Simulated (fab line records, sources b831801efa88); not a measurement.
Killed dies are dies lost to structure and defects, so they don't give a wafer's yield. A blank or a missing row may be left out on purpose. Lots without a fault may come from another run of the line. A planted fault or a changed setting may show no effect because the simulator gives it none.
Which tool did it? | flow sky130 | 24 lots, 72 wafers sampled, at 1 step of a route of 708

WHAT THE GAUGES READ, wafer by wafer
SKY_METAL1_CD_MEAS_15: target cd 140 nm.
lot  | measured     | on        | cd_nm (nm)
L074 | day 32 17:50 | cd_sem-01 | 141.0 140.8 139.5
L075 | day 32 20:06 | cd_sem-01 | 140.5 139.7 140.8
L076 | day 33 10:24 | cd_sem-02 | 140.6 140.6 140.6
L077 | day 33 11:34 | cd_sem-01 | 138.4 137.8 138.8
L078 | day 33 23:26 | cd_sem-02 | 139.0 138.5 139.4
L079 | day 34 10:24 | cd_sem-01 | 141.4 139.7 141.7
L080 | day 34 17:00 | cd_sem-02 | 142.9 141.8 142.9
L081 | day 34 20:23 | cd_sem-02 | 139.7 139.3 139.2
L083 | day 36 06:38 | cd_sem-02 | 139.2 138.9 139.7
L082 | day 36 07:34 | cd_sem-01 | 141.3 141.5 140.6
L085 | day 36 09:18 | cd_sem-01 | 141.2 141.8 141.5
L084 | day 36 09:56 | cd_sem-01 | 138.0 139.8 138.8
L086 | day 36 14:11 | cd_sem-01 | 141.1 140.2 141.4
L087 | day 36 22:23 | cd_sem-01 | 138.7 138.4 140.1
L088 | day 37 07:59 | cd_sem-01 | 142.7 143.6 142.7
L089 | day 37 18:50 | cd_sem-02 | 140.8 139.7 141.2
L090 | day 37 19:01 | cd_sem-01 | 139.0 139.1 138.1
L092 | day 38 05:03 | cd_sem-02 | 137.3 137.6 138.1
L091 | day 38 06:01 | cd_sem-02 | 139.3 137.4 139.6
L093 | day 38 12:02 | cd_sem-01 | 138.1 139.8 141.3
L094 | day 38 16:33 | cd_sem-02 | 139.0 139.9 139.9
L095 | day 38 23:32 | cd_sem-01 | 139.0 140.8 139.8
L096 | day 39 11:44 | cd_sem-02 | 140.5 140.9 140.3
L097 | day 39 14:15 | cd_sem-02 | 140.8 141.0 141.9

WHICH TOOL RAN EACH LOT (tool, then ch and the chambers of the sampled wafers, then the start)
The record holds no process step before these readings.

WHAT THE TOOLS THEMSELVES READ (means of the sampled wafers that have a number; where no wafer has one, the mark that the record gives instead)
The record holds no such reading with a usual standard deviation.

THE ANSWER, worked out from the rows above alone
Rule: what is usual is taken from the lots themselves. Put in order of their means at a reading, lots are off if they are a third of the lots or fewer, leave a main group of 4 or more, and stand apart from it by a gap of 3 or more times the standard deviation of the main group's means; of several such gaps the widest counts. A main group whose means are all the same, to the digits that the tables above print for the reading, isn't used. A lot without any number at a reading at which 4 lots or more have one is off too. The other lots that the step has rows for count as sound. The gauges are gone through in route order, then the tools' own readings, and for those a lot's mean is taken as printed above. The first step at which some lot is off is used, and at that step the reading that is off furthest; a lot without a number counts as furthest.
No lot is off at any reading shown: from this, nothing can be told.

WHAT THE SIMULATOR HAD PUT IN
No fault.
